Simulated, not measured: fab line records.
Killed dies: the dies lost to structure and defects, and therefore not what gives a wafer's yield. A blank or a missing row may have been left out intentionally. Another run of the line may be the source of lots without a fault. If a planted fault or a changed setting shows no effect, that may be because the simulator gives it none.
Chamber matching || flow sky130 || 4 sister chambers for SKY_VIA1_ETCH_15 on rieDiel-04
The step etches SiO2 in C4F8/O2/Ar, stops on TiN, target depth 351 nm, time 54 s. 14 wafers are shown with their chamber, then 7 later ones without.

## EACH WAFER AND ITS CHAMBER
{"wafer": "L074.2", "chamber": 0, "oesProductAu (a.u.)": 0.981, "rfFwdPowerW (W)": 1496}
{"wafer": "L074.4", "chamber": 3, "oesProductAu (a.u.)": 0.965, "rfFwdPowerW (W)": 1491}
{"wafer": "L074.6", "chamber": 2, "oesProductAu (a.u.)": 0.974, "rfFwdPowerW (W)": 1485}
{"wafer": "L076.2", "chamber": 1, "oesProductAu (a.u.)": 0.987, "rfFwdPowerW (W)": 1489}
{"wafer": "L076.3", "chamber": 3, "oesProductAu (a.u.)": 0.969, "rfFwdPowerW (W)": 1489}
{"wafer": "L076.4", "chamber": 2, "oesProductAu (a.u.)": 0.981, "rfFwdPowerW (W)": 1497}
{"wafer": "L078.1", "chamber": 3, "oesProductAu (a.u.)": 0.970, "rfFwdPowerW (W)": 1490}
{"wafer": "L078.5", "chamber": 0, "oesProductAu (a.u.)": 0.979, "rfFwdPowerW (W)": 1489}
{"wafer": "L078.6", "chamber": 3, "oesProductAu (a.u.)": 0.965, "rfFwdPowerW (W)": 1492}
{"wafer": "L077.2", "chamber": 2, "oesProductAu (a.u.)": 0.971, "rfFwdPowerW (W)": 1484}
{"wafer": "L077.3", "chamber": 1, "oesProductAu (a.u.)": 0.983, "rfFwdPowerW (W)": 1483}
{"wafer": "L077.5", "chamber": 2, "oesProductAu (a.u.)": 0.981, "rfFwdPowerW (W)": 1486}
{"wafer": "L083.4", "chamber": 2, "oesProductAu (a.u.)": 0.981, "rfFwdPowerW (W)": 1483}
{"wafer": "L083.5", "chamber": 3, "oesProductAu (a.u.)": 0.972, "rfFwdPowerW (W)": 1483}

SIGNATURES (averages over the wafers above)
{"reading": "oesProductAu", "chamber 0": 0.98000, "chamber 1": 0.98500, "chamber 2": 0.97760, "chamber 3": 0.96820, "scatter within a chamber": 0.00374}
{"reading": "rfFwdPowerW", "chamber 0": 1492.50, "chamber 1": 1486.00, "chamber 2": 1487.00, "chamber 3": 1489.00, "scatter within a chamber": 4.72}
Rule: for a wafer and a chamber, the distance is found by dividing, reading by reading, the gap between the wafer's reading and the chamber's mean by the reading's scatter, squaring, summing and taking the root. If the next closest chamber is less than 2 further off than the closest, the wafer can't be placed; otherwise it belongs to the closest. The scatter is the square root of a quotient: the sum, over the shown wafers, of each reading's squared deviation from its chamber's mean, divided by wafers minus chambers.

## WAFERS MISSING THEIR CHAMBER
{"wafer": "L083.6", "oesProductAu (a.u.)": 0.969, "rfFwdPowerW (W)": 1487}
{"wafer": "L087.1", "oesProductAu (a.u.)": 0.981, "rfFwdPowerW (W)": 1485}
{"wafer": "L087.2", "oesProductAu (a.u.)": 0.968, "rfFwdPowerW (W)": 1490}
{"wafer": "L087.4", "oesProductAu (a.u.)": 0.987, "rfFwdPowerW (W)": 1486}
{"wafer": "L095.1", "oesProductAu (a.u.)": 0.986, "rfFwdPowerW (W)": 1487}
{"wafer": "L095.5", "oesProductAu (a.u.)": 0.978, "rfFwdPowerW (W)": 1489}
{"wafer": "L095.6", "oesProductAu (a.u.)": 0.969, "rfFwdPowerW (W)": 1498}

## WHICH CHAMBER EACH ONE RAN IN
{"wafer": "L083.6", "from the rows above": "can't be placed: 3 or 2", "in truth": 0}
{"wafer": "L087.1", "from the rows above": "can't be placed: 2 or 1 or 0", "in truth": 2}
{"wafer": "L087.2", "from the rows above": 3, "in truth": 3}
{"wafer": "L087.4", "from the rows above": "can't be placed: 1 or 0 or 2", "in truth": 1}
{"wafer": "L095.1", "from the rows above": "can't be placed: 1 or 0 or 2", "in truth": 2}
{"wafer": "L095.5", "from the rows above": "can't be placed: 2 or 0 or 1", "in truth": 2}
{"wafer": "L095.6", "from the rows above": "can't be placed: 3 or 0 or 2", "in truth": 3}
Correct placement for 1 of the 7. Unplaceable from these rows: 6, with the true chamber sitting among the candidates in 5. 0 placed wrongly.
